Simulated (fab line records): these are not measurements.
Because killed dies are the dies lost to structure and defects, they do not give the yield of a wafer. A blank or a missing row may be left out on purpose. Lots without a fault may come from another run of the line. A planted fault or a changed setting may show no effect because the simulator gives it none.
Shared-tool check | flow gf180mcu | 11 lots, 33 wafers sampled

== REASON FOR OPENING ==
At GF_V3_RS_MEAS_24 the reading V3_W_RS is flagged on 2 of 11 lots. No-fault wafers: 0.330 ohm/sq, standard deviation 0.0032.
Rule: a lot is flagged in two cases, either no wafer of it has a number, or all its wafers with numbers fall more than 4 standard deviations from that mean. The other lots count as sound.

lot  | measured     | on            | V3_W_RS (ohm/sq), wafer by wafer | flag
L914 | day 22 15:05 | film metro-02 | 0.323 0.330 0.322                |
L915 | day 22 22:21 | film metro-04 | 0.328 0.328 0.329                |
L918 | day 24 03:34 | film metro-02 | 0.328 0.328 0.332                |
L919 | day 24 12:05 | film metro-02 | 0.335 0.336 0.332                |
L920 | day 24 17:55 | film metro-04 | 0.328 0.333 0.328                |
L924 | day 26 05:38 | film metro-04 | 0.328 0.331 0.330                |
L928 | day 27 07:59 | film metro-02 | 0.288 0.293 0.293                | FLAGGED
L929 | day 27 22:11 | film metro-02 | 0.291 0.291 0.287                | FLAGGED
L931 | day 28 10:34 | film metro-02 | 0.322 0.327 0.325                |
L934 | day 29 03:56 | film metro-02 | 0.329 0.331 0.331                |
L937 | day 30 00:40 | film metro-04 | 0.336 0.330 0.334                |
The numbers of the flagged lots are 0.290 ohm/sq on average: -0.040 ohm/sq against the usual, or -12 standard deviations.

== TOOL THAT RAN EACH LOT ==
2 process steps preceding the reading are held in the record, out of 602 steps in the route. Each cell gives the tool, then ch followed by the chambers the sampled wafers passed through, then the start.
lot  | flag    | GF_M3_METAL_ETCH_16               | GF_V3_CVD_23
L914 |         | rie metal-01 ch 0,1, day 21 12:53 | cvd w-02 ch 0,1, day 22 14:57
L915 |         | rie metal-01 ch 0,1, day 21 20:41 | cvd w-01 ch 0,1, day 22 22:14
L918 |         | rie metal-01 ch 0,1, day 23 02:22 | cvd w-01 ch 0, day 24 03:27
L919 |         | rie metal-03 ch 0,1, day 23 10:41 | cvd w-01 ch 0,1, day 24 11:58
L920 |         | rie metal-02 ch 0,1, day 23 17:27 | cvd w-02 ch 1, day 24 17:48
L924 |         | rie metal-01 ch 0,1, day 25 06:16 | cvd w-01 ch 0,1, day 26 05:32
L928 | FLAGGED | rie metal-02 ch 0,1, day 26 08:59 | cvd w-01 ch 0,1, day 27 07:51
L929 | FLAGGED | rie metal-03 ch 0, day 26 22:56   | cvd w-01 ch 1, day 27 22:04
L931 |         | rie metal-01 ch 0,1, day 27 11:47 | cvd w-02 ch 0,1, day 28 10:26
L934 |         | rie metal-03 ch 0,1, day 28 05:59 | cvd w-02 ch 0,1, day 29 03:50
L937 |         | rie metal-02 ch 0,1, day 29 03:23 | cvd w-02 ch 0,1, day 30 00:32
What these steps do:
- GF_M3_METAL_ETCH_16: etches the open film in Cl2/BCl3, stops on SiO2, target depth 627.5 nm, time 104.6 s.
- GF_V3_CVD_23: deposits W, target thk 350 nm, time 104.9 s.
- GF_V3_RS_MEAS_24: measures by four-point-probe.

== FLAGGED AGAINST TOTAL, ONE TOOL AT A TIME (gauges that did the reading follow at the end) ==
step                | tool          | lots run | flagged | share of the flagged lots | sound lots run after its first flagged lot
GF_M3_METAL_ETCH_16 | rie metal-01  | 5        | 0       | none                      | -
GF_M3_METAL_ETCH_16 | rie metal-02  | 3        | 1       | some                      | 1 (L937)
GF_M3_METAL_ETCH_16 | rie metal-03  | 3        | 1       | some                      | 1 (L934)
GF_V3_CVD_23        | cvd w-01      | 6        | 2       | all                       | 0
GF_V3_CVD_23        | cvd w-02      | 5        | 0       | none                      | -
GF_V3_RS_MEAS_24    | film metro-02 | 7        | 2       | all                       | 2 (L931,L934)
GF_V3_RS_MEAS_24    | film metro-04 | 4        | 0       | none                      | -

== WHAT THE TABLE PERMITS ==
Every flagged lot went through 2 rows of the table: cvd w-01 at GF_V3_CVD_23 and film metro-02 at GF_V3_RS_MEAS_24.
- cvd w-01 at GF_V3_CVD_23 ran 6 lots, 2 of them flagged. Its last sound lot is L924 (day 26 05:32), its first flagged lot L928 (day 27 07:51): a fault that began between those two fits. Its own readings lie more than 4 standard deviations out on every wafer of the flagged lots: chamber pressure Torr.
- film metro-02 at GF_V3_RS_MEAS_24 ran 7 lots, 2 of them flagged. Sound lots followed the first flagged one (L931, L934) on it, something a lasting fault affecting the whole tool could not allow.
Left over: one tool, cvd w-01 at GF_V3_CVD_23.

== WHAT HAD BEEN PUT IN BY THE SIMULATOR ==
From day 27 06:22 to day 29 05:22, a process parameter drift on cvd w-01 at GF_V3_CVD_23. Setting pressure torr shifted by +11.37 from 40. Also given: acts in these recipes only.
Shown lots that were struck: L928, L929. Same finding as the rule above.
